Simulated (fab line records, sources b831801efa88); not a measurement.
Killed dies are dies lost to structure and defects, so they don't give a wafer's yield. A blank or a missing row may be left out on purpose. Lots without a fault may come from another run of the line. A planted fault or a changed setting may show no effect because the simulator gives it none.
fab line records | flow sky130
record lots=6 wafers=18 last_day=50
route steps=708 shown POLY_GATE@234 LDD_N@237 PAD_OPEN@708
lots that met no fault: from a run of the same line without faults
start_h: hours from the record's first day to the start of the lot's first wafer shown | wait_h: hours since the lot's step before | " the same as in the row above | L1.1+2: a row that stands for several wafers | - no value, or no start given | * or withheld: withheld | < > ~ a bound
route shown NAME@n: a module of which the file shows steps, and the number in the route of the first | usual: mean/standard deviation of fault-free wafers | same: alike in all rows | chamber/n: place in a boat | sites: the reading at each site | _std_site: their standard deviation | _edge_site: outer sites' mean less inner sites' | radius_mm: how far each site lies from the wafer's centre | mask NAME#n: copy n | behind: the tool/chamber that last shaped the wafer | hold: why the lot was held/for how many hours/how that ended | device: the transistor (n, p or np) that didn't switch | end of line: the same wafers' tests at the end of the route | a step without rows: its recipe alone | killed: dies lost to structure and defects at the first sort, not the wafer's yield | map: a wafer's dies, x killed, . not, _ none there
set.NAME: the setting as run; set.NAME@STEP: as run at that earlier step | model.NAME: the simulator's own value behind a step, which no gauge read
lots at some steps of the route; a table a step, a row a wafer
services: from which hour (start_h, from the record's first day; less than 0 if before it) a tool's chamber was out of use, for how many hours, and why
## steps
# step SKY_POLY_GATE_OXIDATION_20
# recipe temp_c=850 ambient=O2 stabilise_s=600 purge_s=300 target_thk_a=40 ox_time_s=899
# step SKY_POLY_GATE_THK_MEAS_21
# recipe reads=SiO2_of_POLY_GATE_OXIDATION_20
# usual POLY_GATE_OXIDATION_THK=3.96/0.082
# columns lot.wafer tool chamber start_h wait_h POLY_GATE_OXIDATION_THK[nm]
L641.1 film_metro-02 - 414.09 0.0 4.01
L641.4 " - " " 3.98
L641.6 " - " " 3.95
L645.1 film_metro-01 - 437.65 0.0 3.96
L645.2 " - " " 3.89
L645.5 " - " " 4.09
L651.3 film_metro-04 - 519.83 0.0 3.92
L651.5 " - " " 3.96
L651.6 " - " " 3.95
L654.2 film_metro-02 - 530.22 0.0 3.91
L654.4 " - " " 4.02
L654.6 " - " " 3.94
L657.2 film_metro-04 - 548.52 0.0 4.02
L657.4 " - " " 4.06
L657.5 " - " " 3.99
L658.1 film_metro-02 - 554.51 0.0 4.06
L658.4 " - " " 4.12
L658.5 " - " " 4.16
# step SKY_POLY_GATE_CD_MEAS_22
# usual cd_nm=150/3.2
# columns lot.wafer tool chamber start_h wait_h cd_nm
L641.1 cd_sem-01 - 414.15 0.1 150
L641.4 " - " " 154
L641.6 " - " " 150
L645.1 cd_sem-02 - 437.71 0.1 152
L645.2 " - " " 148
L645.5 " - " " 155
L651.3 cd_sem-01 - 519.93 0.1 150
L651.5 " - " " 145
L651.6 " - " " 149
L654.2 cd_sem-02 - 530.29 0.1 147
L654.4 " - " " 152
L654.6 " - " " 150
L657.2 cd_sem-02 - 548.71 0.2 147
L657.4 " - " " 152
L657.5 " - " " 151
L658.1 cd_sem-02 - 554.57 0.1 154
L658.4 " - " " 150
L658.5 " - " " 151
# step SKY_LDD_N_DEHYDRATE_00
# recipe temp_c=200 time_s=60
# step SKY_LDD_N_HMDS_01
# recipe prime_time_s=60 prime_temp_c=120
# step SKY_LDD_N_COAT_02
# recipe resist=NOVOLAK spin_rpm=3000 resist_thk_nm=300
# step SKY_LDD_N_SOFTBAKE_03
# recipe temp_c=90 time_s=60 resist=NOVOLAK
# step SKY_LDD_N_EXPOSE_04
# recipe mask_id=NTM target_cd_nm=840 na=0.6 source_shape=conventional sigma_outer=0.6 dose_mj=110
# step SKY_LDD_N_PEB_05
# recipe temp_c=withheld time_s=* resist=NOVOLAK
# step SKY_LDD_N_DEVELOP_06
# recipe develop_time_s=60 dev_temp_c=23.6
# step SKY_LDD_N_OVL_MEAS_07
# usual LDD_N_OVL=-0.6/1.2
# columns lot.wafer tool chamber start_h wait_h LDD_N_OVL[nm]
L641.1 overlay-02 - 443.34 0.1 0.4
L641.4 " - " " 1.4
L641.6 " - " " 1.7
L645.1 overlay-02 - 468.74 0.1 0.1
L645.2 " - " " -0.8
L645.5 " - " " 1.2
L651.3 overlay-01 - 550.00 0.1 -2.1
L651.5 " - " " -2.0
L651.6 " - " " -1.8
L654.2 overlay-01 - 559.35 0.1 0.3
L654.4 " - " " -0.4
L654.6 " - " " -1.1
L657.2 overlay-01 - 578.66 0.1 0.4
L657.4 " - " " 0.5
L657.5 " - " " -0.7
L658.1 overlay-01 - 583.86 0.1 -0.8
L658.4 " - " " -1.6
L658.5 " - " " 0.3
# step SKY_LDD_N_IMPLANT_08
# recipe species=As energy_kev=20 dose_cm2=7.5e+13 tilt_deg=withheld rotation_deg=23
# step SKY_LDD_N_IMPLANT_09
# recipe species=As energy_kev=20 dose_cm2=7.5e+13 tilt_deg=withheld rotation_deg=113
# usual beam_energy_keV=20.000/0.0069 beam_on_s=10.02/0.2 faraday_current_uA=422/8.5
# columns lot.wafer tool chamber start_h wait_h beam_energy_keV beam_on_s faraday_current_uA model.implant.rp_nm model.implant.drp_nm
L641.1 implanter-01 0 443.53 0.1 20.016 9.85 426 15.71 7.212
L641.4 " 0 " " 20.006 10.22 415 15.71 7.212
L641.6 " 0 " " 20.012 9.95 425 15.71 7.212
L645.1 implanter-04 0 468.93 0.1 20.005 10.28 413 15.82 7.212
L645.2 " 0 " " 20.010 10.11 418 15.82 7.212
L645.5 " 0 " " 20.003 10.02 421 15.82 7.212
L651.3 implanter-04 0 550.23 0.1 16.656 10.98 384 13.78 6.364
L651.5 " 0 " " 16.656 11.02 383 13.78 6.364
L651.6 " 0 " " 16.657 10.73 392 13.78 6.364
L654.2 implanter-04 0 559.55 0.1 16.640 11.11 380 13.85 6.364
L654.4 " 0 " " 16.645 10.76 392 13.85 6.364
L654.6 " 0 " " 16.643 11.03 384 13.85 6.364
L657.2 implanter-01 0 578.86 0.1 20.000 10.08 419 16.33 7.212
L657.4 " 0 " " 20.011 10.00 422 16.33 7.212
L657.5 " 0 " " 20.003 10.26 409 16.33 7.212
L658.1 implanter-01 0 584.04 0.1 20.012 10.00 423 15.56 7.212
L658.4 " 0 " " 20.002 10.09 419 15.56 7.212
L658.5 " 0 " " 19.993 9.86 428 15.56 7.212
# step SKY_LDD_N_IMPLANT_10
# recipe species=As energy_kev=20 dose_cm2=7.5e+13 tilt_deg=withheld rotation_deg=203
# step SKY_PAD_OPEN_PROBE_99
# usual killed_at_M0_to_M3=45/7.5 killed_at_M4_up=2.8/1.9 killed_at_contacts=25/5.5 killed_at_front_end=14/4 killed_at_other=0.3/0.75 killed_dies=87/9.4 killed_open=47/6.6 killed_short=39/6.6
# same gross_dies=492 killed_at_back_side=0
# columns lot.wafer tool chamber start_h wait_h killed_at_M0_to_M3 killed_at_M4_up killed_at_contacts killed_at_front_end killed_at_other killed_dies killed_open killed_short model.etest.tip_n.rs_ohm_sq
L641.1 prober-01 - 1106.68 0.1 49 2 18 11 0 80 42 38 446.5
L641.4 prober-01 - 1106.83 0.2 46 2 18 20 0 86 45 41 444.3
L641.6 prober-01 - 1106.93 0.2 47 3 19 21 1 91 41 50 439.3
L645.1 prober-01 - 1122.16 0.1 38 2 29 18 0 87 43 43 441
L645.2 prober-01 - 1122.21 0.1 33 2 10 16 0 61 36 25 442
L645.5 prober-01 - 1122.36 0.2 49 1 28 13 0 91 46 45 443.6
L651.3 prober-02 - 1175.28 0.2 45 2 14 16 1 78 44 34 449.5
L651.5 prober-02 - 1175.38 0.2 47 1 25 18 0 91 48 43 449.7
L651.6 prober-02 - 1175.43 0.2 44 2 24 8 1 79 35 44 447.4
L654.2 prober-01 - 1181.01 0.1 30 2 27 14 0 73 45 28 450.7
L654.4 prober-01 - 1181.11 0.2 53 3 18 12 0 86 37 49 450.7
L654.6 prober-01 - 1181.21 0.2 46 4 18 23 0 91 37 54 451.9
L657.2 prober-01 - 1189.57 0.1 45 2 25 17 0 89 53 36 440.4
L657.4 prober-01 - 1189.67 0.2 54 7 21 12 0 94 51 42 439.4
L657.5 prober-01 - 1189.72 0.2 46 2 24 13 0 85 50 35 436.1
L658.1 prober-02 - 1196.17 0.1 46 2 29 16 0 93 41 52 442.9
L658.4 prober-02 - 1196.32 0.2 48 0 28 12 0 88 57 31 438.5
L658.5 prober-02 - 1196.37 0.2 43 4 31 12 1 91 46 45 439.5
# killed by level:class
L641.1 METAL2:geometric_particle:short=8 VIA1:geometric_particle:open=7 VIA2:geometric_particle:open=7 LI_CONTACT:geometric_particle:open=6 CONTACT:geometric_particle:open=6 METAL1:geometric_particle:short=6 VIA3:geometric_particle:open=6 VIA3:geometric_particle:short=5
L641.4 POLY_GATE:geometric_particle:short=8 LI_CONTACT:geometric_particle:open=8 METAL2:geometric_particle:short=7 VIA2:geometric_particle:open=7 FIELD_ISO:geometric_particle:open=5 METAL2:geometric_particle:open=5 METAL1:geometric_particle:short=5 VIA1:geometric_particle:open=5
L641.6 VIA1:geometric_particle:open=9 METAL1:geometric_particle:short=7 CONTACT:geometric_particle:open=6 VIA3:geometric_particle:open=6 POLY_GATE:geometric_particle:open=5 POLY_GATE:geometric_particle:short=5 METAL2:geometric_particle:short=5 SPACER:geometric_particle:short=4
L645.1 CONTACT:geometric_particle:open=10 METAL1:geometric_particle:short=8 LI_CONTACT:geometric_particle:open=7 CONTACT:geometric_particle:short=6 VIA1:geometric_particle:open=6 FIELD_ISO:geometric_particle:short=4 FIELD_ISO:geometric_particle:open=4 POLY_GATE:geometric_particle:open=4
L645.2 VIA1:geometric_particle:open=9 FIELD_ISO:geometric_particle:short=6 FIELD_ISO:geometric_particle:open=5 LI_CONTACT:geometric_particle:open=5 VIA2:geometric_particle:short=5 VIA2:geometric_particle:open=5 CONTACT:geometric_particle:open=3 METAL3:geometric_particle:short=3
L645.5 VIA1:geometric_particle:open=11 CONTACT:geometric_particle:open=10 METAL2:geometric_particle:short=7 VIA2:geometric_particle:open=7 METAL1:geometric_particle:short=7 CONTACT:geometric_particle:short=6 VIA3:geometric_particle:open=5 LI_CONTACT:geometric_particle:short=4
L651.3 VIA1:geometric_particle:open=11 VIA3:geometric_particle:open=8 METAL2:geometric_particle:short=6 VIA2:geometric_particle:open=6 FIELD_ISO:geometric_particle:open=5 CONTACT:geometric_particle:short=5 FIELD_ISO:geometric_particle:short=4 LI_CONTACT:geometric_particle:short=4
L651.5 VIA1:geometric_particle:short=11 VIA1:geometric_particle:open=11 CONTACT:geometric_particle:open=9 LI_CONTACT:geometric_particle:open=7 CONTACT:geometric_particle:short=6 VIA2:geometric_particle:open=6 FIELD_ISO:geometric_particle:open=5 FIELD_ISO:geometric_particle:short=5
L651.6 VIA1:geometric_particle:open=9 VIA2:geometric_particle:open=7 LI_CONTACT:geometric_particle:open=6 CONTACT:geometric_particle:open=6 VIA1:geometric_particle:short=5 CONTACT:geometric_particle:short=5 METAL1:geometric_particle:short=5 VIA3:geometric_particle:short=5
L654.2 CONTACT:geometric_particle:open=14 VIA1:geometric_particle:open=7 LI_CONTACT:geometric_particle:open=7 VIA2:geometric_particle:open=6 METAL1:geometric_particle:short=5 CONTACT:geometric_particle:short=4 FIELD_ISO:geometric_particle:short=3 POLY_GATE:geometric_particle:short=3
L654.4 METAL1:geometric_particle:short=11 VIA1:geometric_particle:open=10 VIA1:geometric_particle:short=8 LOCAL_INTERCONNECT:geometric_particle:short=5 METAL2:geometric_particle:short=5 LI_CONTACT:geometric_particle:open=4 CONTACT:geometric_particle:short=4 VIA2:geometric_particle:open=4
L654.6 VIA1:geometric_particle:open=7 METAL1:geometric_particle:short=7 VIA3:geometric_particle:open=7 VIA3:geometric_particle:short=7 POLY_GATE:geometric_particle:short=6 FIELD_ISO:geometric_particle:short=5 LI_CONTACT:geometric_particle:open=5 CONTACT:geometric_particle:short=5
L657.2 CONTACT:geometric_particle:open=16 VIA1:geometric_particle:open=11 VIA1:geometric_particle:short=8 VIA3:geometric_particle:open=6 VIA2:geometric_particle:open=6 LI_CONTACT:geometric_particle:open=4 CONTACT:geometric_particle:short=4 METAL1:geometric_particle:short=4
L657.4 VIA1:geometric_particle:open=17 CONTACT:geometric_particle:open=9 CONTACT:geometric_particle:short=8 VIA3:geometric_particle:open=7 VIA1:geometric_particle:short=6 VIA3:geometric_particle:short=5 VIA2:geometric_particle:open=5 FIELD_ISO:geometric_particle:short=4
L657.5 VIA3:geometric_particle:open=11 VIA1:geometric_particle:open=9 CONTACT:geometric_particle:open=8 LI_CONTACT:geometric_particle:open=7 METAL1:geometric_particle:short=7 VIA1:geometric_particle:short=7 VIA2:geometric_particle:open=5 CONTACT:geometric_particle:short=5
L658.1 CONTACT:geometric_particle:open=13 METAL2:geometric_particle:short=9 VIA1:geometric_particle:open=7 VIA2:geometric_particle:short=7 CONTACT:geometric_particle:short=6 POLY_GATE:geometric_particle:short=5 VIA3:geometric_particle:open=5 POLY_GATE:geometric_particle:open=4
L658.4 CONTACT:geometric_particle:open=15 VIA1:geometric_particle:open=11 VIA3:geometric_particle:open=10 METAL1:geometric_particle:short=8 LI_CONTACT:geometric_particle:open=6 VIA2:geometric_particle:open=6 VIA1:geometric_particle:short=4 POLY_GATE:geometric_particle:open=3
L658.5 CONTACT:geometric_particle:open=12 VIA1:geometric_particle:open=8 VIA3:geometric_particle:open=8 LI_CONTACT:geometric_particle:open=7 VIA1:geometric_particle:short=7 LOCAL_INTERCONNECT:geometric_particle:short=5 VIA2:geometric_particle:short=5 POLY_GATE:geometric_particle:short=4
## services
# columns tool chamber start_h hours kind
implanter-04 - 452.21 5.4 repair
implanter-04 - 497.84 0.8 repair
implanter-04 - 511.71 2.0 repair
implanter-04 - 521.40 4.9 repair
## key
first_sign step=SKY_LDD_N_IMPLANT_09 reading=beam_energy_keV direction=down sigmas=99+ usual=* struck=*
effect step=SKY_LDD_N_IMPLANT_09 reading=beam_on_s direction=up sigmas=4.5 usual=10.02 struck=10.94
model_effect step=SKY_LDD_N_IMPLANT_09 value=implant.rp_nm without=15.75 struck=13.81
model_effect step=SKY_PAD_OPEN_PROBE_99 value=etest.tip_n.rs_ohm_sq without=440.2 struck=450
met_at SKY_LDD_N_IMPLANT_09
struck_wafers L651.3,L651.5,L651.6,L654.2,L654.4,L654.6
tester_left_out L651,L654
onset_between 468.93 550.23
fault kind=process_parameter_drift tool=implanter-04 chamber=- onset_h=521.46 steps=SKY_LDD_N_IMPLANT_09 channel=energy_kev offset=* shape=step end_h=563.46 acts_in=* stated=*
# tester_left_out: of these lots the tester's yield and bins aren't shown, on N5 and GAA mostly nor the transistor test; their killed dies are dies lost to structure and defects alone, not to doping, threshold or leakage, so they don't give the yield
